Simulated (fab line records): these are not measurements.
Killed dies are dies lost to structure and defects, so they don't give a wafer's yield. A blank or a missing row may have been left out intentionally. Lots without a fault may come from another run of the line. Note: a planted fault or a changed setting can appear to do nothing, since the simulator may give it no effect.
A struck lot beside a sound one    flow sky130    22 steps out of a route of 708
Sound: these wafers, L588.3, L588.4, L588.6. Wafers L605.3, L605.5, L605.6 were the ones struck. The cause comes at the end.
Each step with rows lists, per side, the tool, then ch with its chambers, then its first start. Under that, the readings that differ: sound wafers    struck wafers    difference of the means    sigmas: that difference in standard deviations of wafers without a fault.
alike: readings whose means differ by less than 2 such deviations, and words and numbers that are the same on both sides. not compared: withheld readings, readings that some wafer has no value for, bounds like >300 that may hide the same value, and numbers for which the record gives no deviation and whose values overlap.
Wherever a step has rows on one side only, a row that says differs or no value, or a row with sigmas, the two part there. When numbers do not overlap yet have no deviation, they are printed without sigmas and do not part them. Lack of a reading on every wafer of one side parts them only where that side has two or more wafers.

first, 2 steps without rows for these wafers: SKY_METAL2_SPUTTER_00 (material Ti, target thk 15 nm, time 10 s); SKY_METAL2_SPUTTER_01 (material TiN, target thk 20 nm, time 16.7 s).
SKY_METAL2_SPUTTER_02: material AlCu, target thk 250 nm, time 13.3 s.
  struck on pvd sputter-03, day 39 11:46; sound on pvd sputter-03, day 33 19:41
  alike: throttle valve pct
SKY_METAL2_SPUTTER_03: material Ti, target thk 5 nm, time 3.3 s.
  struck on pvd sputter-03, day 39 11:47; sound on pvd sputter-03, day 33 19:43
  alike: throttle valve pct
SKY_METAL2_SPUTTER_04: material TiN, target thk 70 nm, time 58.3 s.
  struck on pvd sputter-03, day 39 11:49; sound on pvd sputter-03, day 33 19:44
  alike: throttle valve pct
SKY_METAL2_RS_MEAS_05: uses a four-point probe to measure.
  struck on film metro-03, day 39 12:03; sound on film metro-01, day 33 19:49
  alike: METAL2_ALCU_RS
SKY_METAL2_THK_MEAS_06: measures by xrf.
  struck on film metro-03, day 39 12:09; sound on film metro-01, day 33 19:55
  alike: METAL2_ALCU_THK
then, 5 steps without rows for these wafers: SKY_METAL2_DEHYDRATE_07 (time 60 s); SKY_METAL2_HMDS_08 (prime time 60 s); SKY_METAL2_COAT_09 (resist thk 60 nm); SKY_METAL2_COAT_10 (resist thk 450 nm); SKY_METAL2_SOFTBAKE_11 (time 90 s).
SKY_METAL2_EXPOSE_12: exposes mask MM2, target cd 140 nm.
  sound on krf scanner-02 ch 0, day 34 09:01; struck on krf scanner-01 ch 0, day 40 00:17
reading               sound              struck             difference  sigmas
exposure dose mJ cm2  27.92 27.96 27.95  25.92 25.95 25.96  -2.00       -53
  alike: mask, stage vel mm s
then, 2 steps without rows for these wafers: SKY_METAL2_PEB_13; SKY_METAL2_DEVELOP_14 (develop time 60 s).
SKY_METAL2_CD_MEAS_15: the cd target is 140 nm.
  struck on cd sem-02, day 40 12:15; sound on cd sem-02, day 34 20:45
reading     sound              struck             difference  sigmas
cd nm (nm)  136.4 138.5 137.1  155.8 154.8 155.0  +17.9       +12
SKY_METAL2_OVL_MEAS_16:
  struck on overlay-02, day 40 12:20; sound on overlay-01, day 34 20:50
  alike: METAL2_OVL
SKY_METAL2_DESCUM_17: chemistry O2, time 8 s.
  sound on rie metal-03 ch 0,1, day 34 20:53; struck on rie metal-01 ch 0,1, day 40 12:23
reading                  sound              struck             difference  sigmas
model.METAL2.cd nm (nm)  135.7 139.1 136.4  155.4 154.7 154.8  +17.9       
  alike: chamber pressure mTorr, drypump motor current A, he backside leak sccm, oes product au, temp c
  not compared: rf hours counter h
SKY_METAL2_ETCH_18: etches BARC in N2/H2, stops on SiO2, time 45.9 s, target depth 60 nm.
  sound on rie metal-03 ch 0,1, day 34 20:55; struck on rie metal-01 ch 0,1, day 40 12:25
  alike: chamber pressure mTorr, drypump motor current A, he backside leak sccm, oes product au, throttle valve pct
  not compared: rf hours counter h
SKY_METAL2_METAL_ETCH_19: etches the open film in Cl2/BCl3, stops on SiO2, target depth 360 nm, time 78 s.
  sound on rie metal-03 ch 0,1, day 34 20:59; struck on rie metal-01 ch 0,1, day 40 12:29
reading                  sound              struck           difference  sigmas
model.METAL2.cd nm (nm)  137.7 137.6 139.6  159 154.1 159.5  +19         
  alike: chamber pressure mTorr, drypump motor current A, he backside leak sccm, oes product au, throttle valve pct
  not compared: rf hours counter h
SKY_METAL2_STRIP_20: strips in O2/N2.
  sound on plasma asher-02 ch 0,1, day 34 21:05; struck on plasma asher-01 ch 0,1, day 40 12:35
  alike: chamber pressure mTorr, drypump motor current A, oes product au, strip time to endpoint s
  not compared: rf hours counter h
-- the record jumps here: 9 days lie between the struck wafers' starts before and after (it left off in module METAL2 and takes up again in module PAD_OPEN, whose first step shown is number 708 of the route) --
SKY_PAD_OPEN_PROBE_99:
  struck on prober-02, day 49 22:41; sound on prober-01, day 45 13:43
reading                         sound                 struck                difference  sigmas
model.etest.met2.width nm (nm)  139.7 138.1 140.7     157.6 153.7 158.1     +17.0       
model.etest.met2.line ohm um    0.9147 0.9173 0.9152  0.8119 0.8428 0.8129  -0.0932     

== WHERE THEY PART ==
Earliest at SKY_METAL2_EXPOSE_12; latest, in this record, at SKY_METAL2_CD_MEAS_15. Later steps at which nothing parts them and some readings are alike: SKY_METAL2_OVL_MEAS_16, SKY_METAL2_DESCUM_17, SKY_METAL2_ETCH_18, SKY_METAL2_METAL_ETCH_19, SKY_METAL2_STRIP_20.

WHY: what the simulator had put in
Process parameter drift: krf scanner-01, from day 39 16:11 on, at SKY_METAL2_EXPOSE_12. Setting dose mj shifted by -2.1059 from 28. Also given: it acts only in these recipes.
